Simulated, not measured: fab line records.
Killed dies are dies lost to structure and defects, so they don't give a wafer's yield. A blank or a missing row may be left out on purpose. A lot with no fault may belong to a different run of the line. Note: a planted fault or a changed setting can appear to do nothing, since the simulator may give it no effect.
Problem report in the 8D (eight disciplines) form, filled by code | flow gf180mcu | the parts of the form that need people (team, actions taken, sign-off) are left out

== 1. THE ISSUE ==
Wafers without a fault read 14.999 s, standard deviation 0.0091; overpolish run s at GF_CONTACT_CMP_27 reads a mean of 0.042 s on 3 wafers belonging to 2 lots. So: -99 or more standard deviations from the usual mean.
The step: polishes, stops on SiO2, t overpolish 15 s, target thk 0 nm.
Earliest sighting: wafer L747.3 on cmp-01 at day 23 17:35. Wafers with a number at this step in the record: 18, from 6 lots. The rule behind "out" and "out of limits": a value lying over 4 standard deviations away from the usual mean. The other wafers with a number count as sound.

== 2. WHAT IT IS; WHAT IT IS NOT ==
question                    | is                                   | is not
which readings at this step | overpolish run s, time to endpoint s | head pressure psi, motor current A
which lots                  | L747, L748                           | L729, L732, L733, L739
which wafers of those lots  | L747.3, L748.2, L748.5               | L747.5, L747.6, L748.4
read on which tools         | cmp-01                               | cmp-02
when                        | from day 23 17:35                    | up to then (14 sound wafers); but 1 sound wafer of L748 came after

== 3. THE SUSPECTS, EACH WITH WHAT RULES IT OUT ==
Counting: a tool at a process step up to the reading stays a suspect if it ran every lot that is out. Sound lots after the first of them don't rule it out here, since some wafers of a struck lot are sound.
- plasma asher-01 at GF_CONTACT_STRIP_18 (strips in O2/N2): kept. Ran every lot that is out, first one L747 (day 23 16:47); last sound lot up to then L739 (day 21 09:41).
- pvd sputter-01 at GF_CONTACT_SPUTTER_22 (material Ti, target thk 15 nm, time 80.02 s): kept. Ran every lot that is out, first one L747 (day 23 17:03); last sound lot up to then L733 (day 18 14:56).
- cmp-01 at GF_CONTACT_CMP_27 (polishes, stops on SiO2, t overpolish 15 s, target thk 0 nm): kept. Ran every lot that is out, first one L747 (day 23 17:35); last sound lot up to then L733 (day 18 15:25). Out on those wafers are its own readings of overpolish run s, time to endpoint s.
- Within cmp-01 at GF_CONTACT_CMP_27: the wafers that are out ran in chamber 0; their sound lot-mates ran in chambers 1, 2.
After the count, these remain: plasma asher-01 at GF_CONTACT_STRIP_18, pvd sputter-01 at GF_CONTACT_SPUTTER_22 and cmp-01 at GF_CONTACT_CMP_27.

== 4. THE CAUSE (what the simulator had put in) ==
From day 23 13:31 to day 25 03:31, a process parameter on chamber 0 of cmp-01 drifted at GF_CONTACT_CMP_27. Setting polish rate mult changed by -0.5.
3 suspects survive the count, and this tool is in that group.

== 5. SEQUENCE OF EFFECTS, ordered by route ==
Rows list readings where the struck wafers' mean (over those with a number) sits beyond 3 standard deviations from the usual. Only readings for which the record gives a usual standard deviation are gone through. hours: the time from each lot's start at the first step in this table that gives one to its start at this step, as a median over the lots. sigmas: the change in usual standard deviations.
hours | step                    | reading            | usual    | on struck wafers | change  | sigmas
0     | GF_CONTACT_CMP_27       | overpolish run s   | 14.999 s | 0.042            | -14.957 | -99 or more
0     | GF_CONTACT_CMP_27       | time to endpoint s | 73.7 s   | 113.9            | +40.2   | +14
261   | GF_PASSIVATION_PROBE_99 | killed at contacts | 5.5      | 450.3            | +444.8  | +99 or more
261   | GF_PASSIVATION_PROBE_99 | killed dies        | 47       | 492              | +445    | +70
261   | GF_PASSIVATION_PROBE_99 | killed on rim      | 9.0      | 96.0             | +87.0   | +32
It contains these process steps:
- GF_CONTACT_CMP_27: polishes, stops on SiO2, t overpolish 15 s, target thk 0 nm.
- GF_PASSIVATION_PROBE_99

== 6. HOW IT WOULD HAVE BEEN CAUGHT EARLIER ==
First out-of-limits reading in this record: day 23 17:35, which is 4 hours after fault onset at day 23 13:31.
